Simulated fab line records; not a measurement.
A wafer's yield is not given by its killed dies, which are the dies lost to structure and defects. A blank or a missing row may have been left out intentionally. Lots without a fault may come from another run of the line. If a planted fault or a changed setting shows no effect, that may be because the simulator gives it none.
Which of the tools did it? :: flow sky130 :: Sampling: 11 lots, 33 wafers, 6 of 708 route steps

## WHAT THE GAUGES SHOWED, per wafer
SKY_SD_P_OVL_MEAS_08. Usual: SD_P_OVL typically reads 0.6 nm, with standard deviation 1.5.
lot: L637
measured: day 25 21:36
on: overlay-01
SD_P_OVL (nm): 1.4 0.7 -1.4
flag: 

lot: L640
measured: day 27 13:23
on: overlay-02
SD_P_OVL (nm): -1.6 -1.7 -0.4
flag: 

lot: L643
measured: day 28 17:40
on: overlay-01
SD_P_OVL (nm): -0.6 -1.0 0.4
flag: 

lot: L645
measured: day 29 09:15
on: overlay-01
SD_P_OVL (nm): -0.9 2.4 3.6
flag: 

lot: L647
measured: day 30 01:15
on: overlay-01
SD_P_OVL (nm): 0.6 1.0 -0.9
flag: 

lot: L648
measured: day 30 10:09
on: overlay-01
SD_P_OVL (nm): 4.1 3.6 2.8
flag: 

lot: L654
measured: day 32 07:59
on: overlay-02
SD_P_OVL (nm): -0.3 -0.5 0.7
flag: 

lot: L656
measured: day 32 18:02
on: overlay-01
SD_P_OVL (nm): 0.9 1.1 -0.2
flag: 

lot: L657
measured: day 32 23:44
on: overlay-01
SD_P_OVL (nm): -0.8 1.6 0.6
flag: 

lot: L658
measured: day 33 10:22
on: overlay-01
SD_P_OVL (nm): -1.2 0.4 -2.9
flag: 

lot: L659
measured: day 33 13:50
on: overlay-01
SD_P_OVL (nm): -0.2 0.0 0.0
flag: 

SKY_SD_N_RS_MEAS_16: the measuring method here is four-point-probe. Usual: SD_N_RS typically reads 68.54 ohm/sq, with standard deviation 0.13.
lot: L637
measured: day 28 09:25
on: film metro-03
SD_N_RS (ohm/sq): 68.85 68.82 68.69
flag: 

lot: L640
measured: day 30 00:23
on: film metro-01
SD_N_RS (ohm/sq): 68.46 68.70 68.54
flag: 

lot: L643
measured: day 31 04:50
on: film metro-01
SD_N_RS (ohm/sq): 68.36 68.44 68.33
flag: 

lot: L645
measured: day 31 19:36
on: film metro-02
SD_N_RS (ohm/sq): 66.21 66.04 66.30
flag: OFF

lot: L647
measured: day 32 11:07
on: film metro-01
SD_N_RS (ohm/sq): 65.98 66.13 66.15
flag: OFF

lot: L648
measured: day 32 19:51
on: film metro-03
SD_N_RS (ohm/sq): 68.60 68.60 68.58
flag: 

lot: L654
measured: day 34 14:43
on: film metro-01
SD_N_RS (ohm/sq): 68.53 68.37 68.59
flag: 

lot: L656
measured: day 35 00:08
on: film metro-01
SD_N_RS (ohm/sq): 68.45 68.50 68.41
flag: 

lot: L657
measured: day 35 06:23
on: film metro-02
SD_N_RS (ohm/sq): 68.45 68.70 68.56
flag: 

lot: L658
measured: day 35 15:46
on: film metro-03
SD_N_RS (ohm/sq): 68.78 68.90 68.71
flag: 

lot: L659
measured: day 35 20:35
on: film metro-02
SD_N_RS (ohm/sq): 68.60 68.50 68.46
flag: 

SKY_SD_N_RS_MEAS_17: the measuring method here is four-point-probe. Usual: SD_P_RS typically reads 147.0 ohm/sq, with standard deviation 0.4.
lot: L637
measured: day 28 09:32
on: film metro-03
SD_P_RS (ohm/sq): 147.4 147.5 147.6
flag: 

lot: L640
measured: day 30 00:31
on: film metro-01
SD_P_RS (ohm/sq): 146.8 147.6 147.2
flag: 

lot: L643
measured: day 31 04:58
on: film metro-01
SD_P_RS (ohm/sq): 146.7 147.1 146.7
flag: 

lot: L645
measured: day 31 19:43
on: film metro-02
SD_P_RS (ohm/sq): 135.8 135.5 135.6
flag: OFF

lot: L647
measured: day 32 11:14
on: film metro-01
SD_P_RS (ohm/sq): 135.3 135.4 135.3
flag: OFF

lot: L648
measured: day 32 19:58
on: film metro-03
SD_P_RS (ohm/sq): 147.1 146.6 146.5
flag: 

lot: L654
measured: day 34 14:50
on: film metro-01
SD_P_RS (ohm/sq): 147.0 146.8 146.3
flag: 

lot: L656
measured: day 35 00:15
on: film metro-01
SD_P_RS (ohm/sq): 146.8 146.1 146.7
flag: 

lot: L657
measured: day 35 06:30
on: film metro-02
SD_P_RS (ohm/sq): 147.1 147.8 147.1
flag: 

lot: L658
measured: day 35 15:53
on: film metro-03
SD_P_RS (ohm/sq): 147.1 147.6 147.6
flag: 

lot: L659
measured: day 35 20:43
on: film metro-02
SD_P_RS (ohm/sq): 146.8 147.1 147.0
flag: 

## EACH LOT AND THE TOOL THAT RAN IT (in order: tool; ch and the chambers of the sampled wafers; start)
lot: L637
SKY_POLY_CUT_ETCH_10: rie diel-01 ch 0,1,3, day 24 15:08
SKY_POLY_CUT_STRIP_12: plasma asher-03 ch 0,1, day 24 15:15
SKY_SD_N_RTA_14: rtp anneal-01 ch 0, day 28 09:12

lot: L640
SKY_POLY_CUT_ETCH_10: rie diel-01 ch 0,2,3, day 26 06:44
SKY_POLY_CUT_STRIP_12: plasma asher-03 ch 0,1, day 26 06:51
SKY_SD_N_RTA_14: rtp anneal-02 ch 0, day 30 00:11

lot: L643
SKY_POLY_CUT_ETCH_10: rie diel-03 ch 0,1,2, day 27 12:43
SKY_POLY_CUT_STRIP_12: plasma asher-03 ch 0,1, day 27 12:47
SKY_SD_N_RTA_14: rtp anneal-01 ch 0, day 31 04:40

lot: L645
SKY_POLY_CUT_ETCH_10: rie diel-04 ch 1,2,3, day 28 04:13
SKY_POLY_CUT_STRIP_12: plasma asher-01 ch 0,1, day 28 04:17
SKY_SD_N_RTA_14: rtp anneal-01 ch 0, day 31 19:26

lot: L647
SKY_POLY_CUT_ETCH_10: rie diel-01 ch 0,3, day 28 20:40
SKY_POLY_CUT_STRIP_12: plasma asher-03 ch 0,1, day 28 20:44
SKY_SD_N_RTA_14: rtp anneal-01 ch 0, day 32 10:56

lot: L648
SKY_POLY_CUT_ETCH_10: rie diel-01 ch 0,1,3, day 29 04:37
SKY_POLY_CUT_STRIP_12: plasma asher-01 ch 0,1, day 29 04:42
SKY_SD_N_RTA_14: rtp anneal-02 ch 0, day 32 19:41

lot: L654
SKY_POLY_CUT_ETCH_10: rie diel-01 ch 1,2,3, day 31 03:11
SKY_POLY_CUT_STRIP_12: plasma asher-01 ch 0,1, day 31 03:16
SKY_SD_N_RTA_14: rtp anneal-02 ch 0, day 34 14:30

lot: L656
SKY_POLY_CUT_ETCH_10: rie diel-03 ch 1,2, day 31 13:58
SKY_POLY_CUT_STRIP_12: plasma asher-04 ch 0,1, day 31 14:04
SKY_SD_N_RTA_14: rtp anneal-02 ch 0, day 34 23:56

lot: L657
SKY_POLY_CUT_ETCH_10: rie diel-04 ch 1,2,3, day 31 20:28
SKY_POLY_CUT_STRIP_12: plasma asher-04 ch 0,1, day 31 20:32
SKY_SD_N_RTA_14: rtp anneal-01 ch 0, day 35 06:11

lot: L658
SKY_POLY_CUT_ETCH_10: rie diel-03 ch 0,1,2, day 32 07:05
SKY_POLY_CUT_STRIP_12: plasma asher-01 ch 0,1, day 32 07:10
SKY_SD_N_RTA_14: rtp anneal-02 ch 0, day 35 15:35

lot: L659
SKY_POLY_CUT_ETCH_10: rie diel-03 ch 0,1,2, day 32 11:01
SKY_POLY_CUT_STRIP_12: plasma asher-01 ch 0,1, day 32 11:05
SKY_SD_N_RTA_14: rtp anneal-01 ch 0, day 35 20:25
- SKY_POLY_CUT_ETCH_10: etches BARC in N2/H2, stops on SiO2, time 45.9 s, target depth 60 nm.
- SKY_POLY_CUT_STRIP_12: strips in O2/N2.
- SKY_SD_N_RTA_14: time 2 s.

## AS READ BY THE TOOLS THEMSELVES (means over the sampled wafers that have a number; for cases with no such wafer, the mark the record gives instead)
SKY_POLY_CUT_ETCH_10. Usual: drypump motor current A 5.6 A, standard deviation 0.6; oes product au 0.855 a.u., standard deviation 0.0049; rf fwd power W 494.7 W, standard deviation 1.6; throttle valve pct 13.225 %, standard deviation 0.0086.
lot: L637
tool: rie diel-01
drypump motor current A (A): 6.2
oes product au (a.u.): 0.857
rf fwd power W (W): 494.6
throttle valve pct (%): 13.231
flag: 

lot: L640
tool: rie diel-01
drypump motor current A (A): 6.4
oes product au (a.u.): 0.854
rf fwd power W (W): 495.3
throttle valve pct (%): 13.224
flag: 

lot: L643
tool: rie diel-03
drypump motor current A (A): 5.6
oes product au (a.u.): 0.852
rf fwd power W (W): 494.0
throttle valve pct (%): 13.230
flag: 

lot: L645
tool: rie diel-04
drypump motor current A (A): 5.3
oes product au (a.u.): 0.865
rf fwd power W (W): 495.2
throttle valve pct (%): 13.219
flag: 

lot: L647
tool: rie diel-01
drypump motor current A (A): 6.5
oes product au (a.u.): 0.851
rf fwd power W (W): 496.2
throttle valve pct (%): 13.229
flag: 

lot: L648
tool: rie diel-01
drypump motor current A (A): 6.2
oes product au (a.u.): 0.851
rf fwd power W (W): 495.0
throttle valve pct (%): 13.224
flag: 

lot: L654
tool: rie diel-01
drypump motor current A (A): 6.1
oes product au (a.u.): 0.856
rf fwd power W (W): 495.2
throttle valve pct (%): 13.225
flag: 

lot: L656
tool: rie diel-03
drypump motor current A (A): 5.2
oes product au (a.u.): 0.851
rf fwd power W (W): 492.9
throttle valve pct (%): 13.218
flag: 

lot: L657
tool: rie diel-04
drypump motor current A (A): 5.3
oes product au (a.u.): 0.856
rf fwd power W (W): 495.3
throttle valve pct (%): 13.228
flag: 

lot: L658
tool: rie diel-03
drypump motor current A (A): 5.6
oes product au (a.u.): 0.855
rf fwd power W (W): 494.3
throttle valve pct (%): 13.226
flag: 

lot: L659
tool: rie diel-03
drypump motor current A (A): 5.6
oes product au (a.u.): 0.856
rf fwd power W (W): 495.4
throttle valve pct (%): 13.223
flag: 

SKY_POLY_CUT_STRIP_12. Usual: drypump motor current A 5.6 A, standard deviation 0.53; oes product au 0.453 a.u., standard deviation 0.0044; strip time to endpoint s 5.367 s, standard deviation 0.016.
lot: L637
tool: plasma asher-03
drypump motor current A (A): 5.6
oes product au (a.u.): 0.452
strip time to endpoint s (s): 5.365
flag: 

lot: L640
tool: plasma asher-03
drypump motor current A (A): 5.7
oes product au (a.u.): 0.453
strip time to endpoint s (s): 5.355
flag: 

lot: L643
tool: plasma asher-03
drypump motor current A (A): 5.7
oes product au (a.u.): 0.453
strip time to endpoint s (s): 5.379
flag: 

lot: L645
tool: plasma asher-01
drypump motor current A (A): 5.4
oes product au (a.u.): 0.451
strip time to endpoint s (s): 5.386
flag: 

lot: L647
tool: plasma asher-03
drypump motor current A (A): 5.7
oes product au (a.u.): 0.451
strip time to endpoint s (s): 5.357
flag: 

lot: L648
tool: plasma asher-01
drypump motor current A (A): 5.4
oes product au (a.u.): 0.455
strip time to endpoint s (s): 5.349
flag: 

lot: L654
tool: plasma asher-01
drypump motor current A (A): 5.4
oes product au (a.u.): 0.450
strip time to endpoint s (s): 5.364
flag: 

lot: L656
tool: plasma asher-04
drypump motor current A (A): 5.4
oes product au (a.u.): 0.449
strip time to endpoint s (s): 5.354
flag: 

lot: L657
tool: plasma asher-04
drypump motor current A (A): 5.5
oes product au (a.u.): 0.448
strip time to endpoint s (s): 5.369
flag: 

lot: L658
tool: plasma asher-01
drypump motor current A (A): 5.4
oes product au (a.u.): 0.454
strip time to endpoint s (s): 5.390
flag: 

lot: L659
tool: plasma asher-01
drypump motor current A (A): 5.7
oes product au (a.u.): 0.451
strip time to endpoint s (s): 5.363
flag: 

SKY_SD_N_RTA_14. Usual: lamp power pct 15.73 %, standard deviation 0.052; ramp up c per s 150.00, standard deviation 0.03; wafer_temp_C_max 1078.0, standard deviation 1.1.
lot: L637
tool: rtp anneal-01
lamp power pct (%): 15.69
ramp up c per s: 149.99
wafer_temp_C_max: 1077.9
flag: 

lot: L640
tool: rtp anneal-02
lamp power pct (%): 15.77
ramp up c per s: 150.00
wafer_temp_C_max: 1077.7
flag: 

lot: L643
tool: rtp anneal-01
lamp power pct (%): 15.71
ramp up c per s: 150.02
wafer_temp_C_max: 1078.1
flag: 

lot: L645
tool: rtp anneal-01
lamp power pct (%): 15.94
ramp up c per s: 149.98
wafer_temp_C_max: 1091.6
flag: OFF

lot: L647
tool: rtp anneal-01
lamp power pct (%): 15.95
ramp up c per s: 149.99
wafer_temp_C_max: 1091.1
flag: OFF

lot: L648
tool: rtp anneal-02
lamp power pct (%): 15.75
ramp up c per s: 150.03
wafer_temp_C_max: 1078.9
flag: 

lot: L654
tool: rtp anneal-02
lamp power pct (%): 15.75
ramp up c per s: 149.98
wafer_temp_C_max: 1077.5
flag: 

lot: L656
tool: rtp anneal-02
lamp power pct (%): 15.72
ramp up c per s: 150.00
wafer_temp_C_max: 1077.8
flag: 

lot: L657
tool: rtp anneal-01
lamp power pct (%): 15.78
ramp up c per s: 150.01
wafer_temp_C_max: 1078.4
flag: 

lot: L658
tool: rtp anneal-02
lamp power pct (%): 15.72
ramp up c per s: 150.02
wafer_temp_C_max: 1077.1
flag: 

lot: L659
tool: rtp anneal-01
lamp power pct (%): 15.71
ramp up c per s: 150.03
wafer_temp_C_max: 1078.1
flag: 

## THE ANSWER, worked out from the rows above alone
Rule: a lot is off if the mean of its wafers that have a number lies more than 3 standard deviations from the usual mean. A lot without any number at a reading at which 4 lots or more have one is off too. Where the step has rows for the other lots, those lots are counted as sound. After the gauges, taken in route order, come the tools' own readings; for these a lot's mean is taken, as printed above. The first step at which some lot is off is used, and at that step the reading that is off furthest; a lot without a number counts as furthest.
Off: L645, L647, seen at SKY_SD_N_RS_MEAS_16 (SD_N_RS).
A tool fits if, at a process step before that reading, it ran every lot that is off, and no sound lot after the first of them. Not tried: the gauges at SKY_SD_N_RS_MEAS_16; whatever is off there is also off at SKY_SD_N_RTA_14, on other tools, and gauge error can't account for it. Not one of the candidates tried fits.

## WHAT THE SIMULATOR PUT IN
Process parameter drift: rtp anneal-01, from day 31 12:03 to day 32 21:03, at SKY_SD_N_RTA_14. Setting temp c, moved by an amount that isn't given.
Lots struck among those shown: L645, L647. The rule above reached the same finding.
